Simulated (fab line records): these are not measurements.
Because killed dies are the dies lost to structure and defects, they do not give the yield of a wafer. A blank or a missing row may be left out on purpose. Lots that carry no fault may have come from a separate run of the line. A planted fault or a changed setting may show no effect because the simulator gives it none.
Problem report in the 8D (eight disciplines) form, filled by code	flow gf180mcu	the parts of the form that need people (team, actions taken, sign-off) are left out

## 1. THE PROBLEM
VT_IMPLANT_4_TW at GF_VT_IMPLANT_TW_MEAS_43 reads a mean of 32 on 3 wafers of 1 lot; wafers without a fault read 697 with a standard deviation of 4. So: -99 or more standard deviations from the usual mean.
Seen first at day 9 15:55 on film-metro-04, wafer L544.1. The record holds 33 wafers of 11 lots with a number at this step. Rule for "out" (also "out of limits"): further than 4 standard deviations from the usual mean. Any other wafer with a number is counted as sound.

## 2. WHAT IT IS AND WHAT IT IS NOT
question	is	is not
which readings at this step	VT_IMPLANT_4_TW	-
which lots	L544	L537, L538, L542, L545, L548, L556, L557, L558, L559, L560
which wafers of those lots	all that have a number	-
read on which gauges	film-metro-04	film-metro-01, film-metro-03
when	from day 9 15:55	up to then (9 sound wafers); but 21 sound wafers of L545, L548, L556, L557, L558, L559, L560 came after

## 3. WHAT RULES OUT EACH SUSPECT
Counting: a tool stays on the suspect list if, at a process step up to the reading, it processed all lots that are out and no sound lot following the first of them.
- the gauge at GF_VT_IMPLANT_TW_MEAS_43 is ruled out. All the wafers that are out were read on film-metro-04, but those of them that GF_VT_IMPLANT_STRIP_31 has rows for are out there too, on other tools.
- plasma-asher-01 at GF_VT_IMPLANT_STRIP_31 (strips in O2/N2): ruled out as a lasting fault. After its first lot that is out, L544 (day 8 22:03), sound lots L556, L559, L560 ran on it.
- plasma-asher-04 at GF_VT_IMPLANT_STRIP_42 (strips in O2/N2): ruled out as a lasting fault. After its first lot that is out, L544 (day 9 15:49), sound lots L548, L558, L559 ran on it.
Left after counting: nothing in the record.

## 4. THE CAUSE (what the simulator had put in)
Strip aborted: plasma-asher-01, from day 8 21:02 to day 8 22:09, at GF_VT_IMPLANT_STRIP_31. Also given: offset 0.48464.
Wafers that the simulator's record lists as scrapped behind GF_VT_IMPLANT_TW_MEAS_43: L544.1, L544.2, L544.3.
Counting ruled it out, wrongly: the rule takes a fault to strike every lot that its tool runs from its start on, and this one did not.

## 5. THE EFFECT CHAIN, in route order
Rows list readings where the struck wafers' mean (over those with a number) sits beyond 3 standard deviations from the usual. Only readings for which the record gives a usual standard deviation are gone through. hours: the time from each lot's start at the first step in this table that gives one to its start at this step, as a median over the lots. sigmas: the change in usual standard deviations.
hours	step	reading	usual	on struck wafers	change	sigmas
0	GF_VT_IMPLANT_STRIP_31	oes-product-au	0.716 a.u.	0.952	+0.236	+50
18	GF_VT_IMPLANT_STRIP_42	strip-time-to-endpoint-s	12.62 s	15.43	+2.81	+80
18	GF_VT_IMPLANT_TW_MEAS_43	VT_IMPLANT_4_TW	697	32	-665	-99 or more
Here are the process steps it includes:
- GF_VT_IMPLANT_STRIP_31: strips in O2/N2.
- GF_VT_IMPLANT_STRIP_42: strips in O2/N2.
Readings that are blank on the struck wafers while sound wafers have them: strip-time-to-endpoint-s at GF_VT_IMPLANT_STRIP_31.

## 6. WHAT WOULD HAVE CAUGHT IT SOONER
The first out-of-limits reading at a measuring or inspecting step in this record came at day 9 15:55, 19 hours after the fault's start at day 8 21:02.
The tool's own readings at GF_VT_IMPLANT_STRIP_31 were out on every struck wafer that the step has a row for (oes-product-au): an alarm limit on them would have fired on the first of those.
